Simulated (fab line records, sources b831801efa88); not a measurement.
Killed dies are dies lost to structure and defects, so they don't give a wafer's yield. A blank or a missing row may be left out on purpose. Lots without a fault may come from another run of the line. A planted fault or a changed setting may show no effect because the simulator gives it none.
Problem report in the 8D (eight disciplines) form, filled by code | flow gf180mcu | the parts of the form that need people (team, actions taken, sign-off) are left out

1. THE PROBLEM
STI_CVD_23_THK at GF_STI_THK_MEAS_24 reads a mean of 515 nm on 6 wafers of 2 lots; wafers without a fault read 647 nm with a standard deviation of 6.6. That is -20 standard deviations from the usual mean.
First seen on wafer L326.2, day 4 23:07, on film_metro-03. The record holds 33 wafers of 11 lots with a number at this step. Rule for "out", or "out of limits": more than 4 standard deviations from the usual mean. The other wafers with a number count as sound.

2. WHAT IT IS AND WHAT IT IS NOT
question                    | is                     | is not
which readings at this step | STI_CVD_23_THK         | -
which lots                  | L326, L327             | L314, L316, L317, L318, L328, L333, L334, L335, L336
which wafers of those lots  | all that have a number | -
read on which gauges        | film_metro-03          | film_metro-01, film_metro-04
when                        | from day 4 23:07       | up to then (12 sound wafers); but 15 sound wafers of L328, L333, L334, L335, L336 came after

3. SUSPECTS, AND WHAT RULES EACH OUT
Counting: a tool at a process step up to the reading stays a suspect if it ran every lot that is out and no sound lot after the first of them.
- the gauge at GF_STI_THK_MEAS_24: ruled out. All the wafers that are out were read on film_metro-03, but those of them that GF_STI_CVD_23 has rows for are out there too, on other tools.
- hdpcvd-01 at GF_STI_CVD_23 (deposits SiO2, target thk 650 nm, time 108.3 s): kept. It ran every lot that is out, first L326 (day 4 23:02), and no sound lot after that; its last sound lot up to then is L318 (day 3 05:45). Its own readings are out on those wafers: sih4_flow_sccm.
Left after counting: hdpcvd-01 at GF_STI_CVD_23.

4. THE CAUSE (what the simulator had put in)
Process parameter drift: hdpcvd-01, from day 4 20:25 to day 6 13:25, at GF_STI_CVD_23. Setting sih4_flow_sccm, moved by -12, from 60. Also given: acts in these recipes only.
Counting left only this tool.

5. THE CHAIN OF EFFECTS, in route order
Each row: a reading whose mean over the struck wafers that have a number lies more than 3 standard deviations from the usual. Only readings for which the record gives a usual standard deviation are gone through. hours: the time from each lot's start at the first step in this table that gives one to its start at this step, as a median over the lots. sigmas: the change in usual standard deviations.
hours | step               | reading            | usual      | on struck wafers | change | sigmas
0     | GF_STI_CVD_23      | sih4_flow_sccm     | 60.00 sccm | 48.04            | -11.96 | -70
0     | GF_STI_THK_MEAS_24 | STI_CVD_23_THK     | 647 nm     | 515              | -132   | -20
0     | GF_STI_CMP_25      | time_to_endpoint_s | 122 s      | 100              | -22    | -3.9
The process steps in it:
- GF_STI_CVD_23: deposits SiO2, target thk 650 nm, time 108.3 s.
- GF_STI_CMP_25: polishes, stops on Si3N4, t overpolish 33 s, target thk 524.6 nm.
Later measuring or inspecting steps at which every struck wafer that the step has a row for has a number for every such reading, and none has moved that far: GF_LVPWELL_TW_MEAS_11.

6. WHAT WOULD HAVE CAUGHT IT SOONER
In this record the first reading out of limits at a measuring or inspecting step was taken at day 4 23:07, 3 hours after the fault began at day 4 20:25.
The tool's own readings at GF_STI_CVD_23 were out on every struck wafer that the step has a row for (sih4_flow_sccm): an alarm limit on them would have fired on the first of those.
Of the lots that are out (2), L327 began GF_STI_CVD_23 on hdpcvd-01 after day 4 23:07. A hold on the tool at that time would have spared it.
